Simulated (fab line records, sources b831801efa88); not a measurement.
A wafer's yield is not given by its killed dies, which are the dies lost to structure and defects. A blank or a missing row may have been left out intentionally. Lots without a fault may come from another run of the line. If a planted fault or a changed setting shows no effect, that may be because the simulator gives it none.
The tool behind it: which one?    flow gf180mcu    13 lots with 39 wafers sampled at 3 steps, on a route of 602 steps

WHAT EACH GAUGE READ, for each wafer
GF_MIM_THK_MEAS_11: measures by xrf. Usual: MIM_ALCU_THK 197.1 nm, standard deviation 2.8.
lot   measured      on             MIM_ALCU_THK (nm)  flag
L105  day 24 17:32  film-metro-03  193.6 196.2 191.7  
L106  day 24 20:05  film-metro-01  199.6 199.1 199.5  
L107  day 25 04:28  film-metro-03  191.7 192.7 192.3  
L111  day 26 17:23  film-metro-01  195.4 197.2 196.4  
L112  day 26 20:08  film-metro-02  193.4 196.3 194.5  
L118  day 28 18:38  film-metro-01  196.1 195.3 193.8  
L119  day 29 00:49  film-metro-01  200.7 198.1 202.7  
L121  day 29 13:24  film-metro-03  202.6 199.9 202.0  
L122  day 29 14:36  film-metro-01  199.1 198.8 199.2  
L123  day 30 05:47  film-metro-03  199.0 199.5 200.2  
L124  day 30 14:04  film-metro-02  196.4 195.1 197.5  
L126  day 31 01:40  film-metro-01  197.2 195.8 197.3  
L127  day 31 02:46  film-metro-02  196.6 195.7 198.0  

WHICH TOOL RAN EACH LOT (tool, then ch and the chambers of the sampled wafers, then the start)
lot   GF_V3_CMP_04                   GF_MIM_SPUTTER_09
L105  cmp-02 ch 0,1,2, day 21 14:54  pvd-sputter-04, day 24 17:23
L106  cmp-02 ch 0,2, day 21 17:51    pvd-sputter-03, day 24 19:56
L107  cmp-01 ch 1,2,3, day 22 04:00  pvd-sputter-04, day 25 04:19
L111  cmp-02 ch 2,3, day 23 19:09    pvd-sputter-04, day 26 17:13
L112  cmp-01 ch 0,3, day 23 23:13    pvd-sputter-03, day 26 19:59
L118  cmp-01 ch 1,2, day 26 00:47    pvd-sputter-04, day 28 18:28
L119  cmp-01 ch 1,3, day 26 08:03    pvd-sputter-02, day 29 00:40
L121  cmp-01 ch 1,2, day 26 21:11    pvd-sputter-02, day 29 13:14
L122  cmp-02 ch 0,2, day 26 22:18    pvd-sputter-02, day 29 14:26
L123  cmp-01 ch 1,3, day 27 13:48    pvd-sputter-02, day 30 05:38
L124  cmp-01 ch 0,1,2, day 27 22:47  pvd-sputter-03, day 30 13:55
L126  cmp-01 ch 0,1,2, day 28 10:28  pvd-sputter-04, day 31 01:31
L127  cmp-01 ch 0,1,2, day 28 12:25  pvd-sputter-02, day 31 02:37
- GF_V3_CMP_04: polishes SiO2.
- GF_MIM_SPUTTER_09: material TiN, target thk 35 nm, time 29.2 s.

WHAT THE TOOLS THEMSELVES READ (means of the sampled wafers that have a number; where no wafer has one, the mark that the record gives instead)
GF_V3_CMP_04. Usual: motor-current-A 11.6 A, standard deviation 0.87; time-to-endpoint-s 81 s, standard deviation 4.6.
lot   tool    motor-current-A (A)  time-to-endpoint-s (s)  flag
L105  cmp-02  11.4                 87                      
L106  cmp-02  11.2                 82                      
L107  cmp-01  11.5                 79                      
L111  cmp-02  11.6                 82                      
L112  cmp-01  10.8                 76                      
L118  cmp-01  12.1                 84                      
L119  cmp-01  10.7                 80                      
L121  cmp-01  12.1                 80                      
L122  cmp-02  10.8                 80                      
L123  cmp-01  11.5                 80                      
L124  cmp-01  11.8                 78                      
L126  cmp-01  11.9                 83                      
L127  cmp-01  12.1                 81                      

GF_MIM_SPUTTER_09. Usual: chamber-pressure-pa 0.4000 Pa, standard deviation 0.00077; throttle-valve-pct 29.9 %, standard deviation 0.89.
lot   tool            chamber-pressure-pa (Pa)  throttle-valve-pct (%)  flag
L105  pvd-sputter-04  0.4012                    29.7                    
L106  pvd-sputter-03  0.3998                    29.9                    
L107  pvd-sputter-04  0.3999                    31.0                    
L111  pvd-sputter-04  0.4007                    29.1                    
L112  pvd-sputter-03  0.4002                    30.0                    
L118  pvd-sputter-04  0.3994                    30.1                    
L119  pvd-sputter-02  0.3993                    29.7                    
L121  pvd-sputter-02  0.4000                    30.3                    
L122  pvd-sputter-02  0.4000                    29.6                    
L123  pvd-sputter-02  0.3992                    29.8                    
L124  pvd-sputter-03  0.4005                    29.7                    
L126  pvd-sputter-04  0.4001                    29.3                    
L127  pvd-sputter-02  0.3995                    29.7                    

THE ANSWER, worked out from the rows above alone
Rule: a lot counts as off when the mean over its wafers that have a number is more than 3 standard deviations away from the usual mean. A lot without any number at a reading at which 4 lots or more have one is off too. Where the step has rows for the other lots, those lots are counted as sound. After the gauges, taken in route order, come the tools' own readings; for these a lot's mean is taken, as printed above. The first step at which some lot is off is used, and at that step the reading that is off furthest; a lot without a number counts as furthest.
Across all readings shown, no lot is off: no conclusion can be drawn from this.

WHAT THE SIMULATOR HAD PUT IN
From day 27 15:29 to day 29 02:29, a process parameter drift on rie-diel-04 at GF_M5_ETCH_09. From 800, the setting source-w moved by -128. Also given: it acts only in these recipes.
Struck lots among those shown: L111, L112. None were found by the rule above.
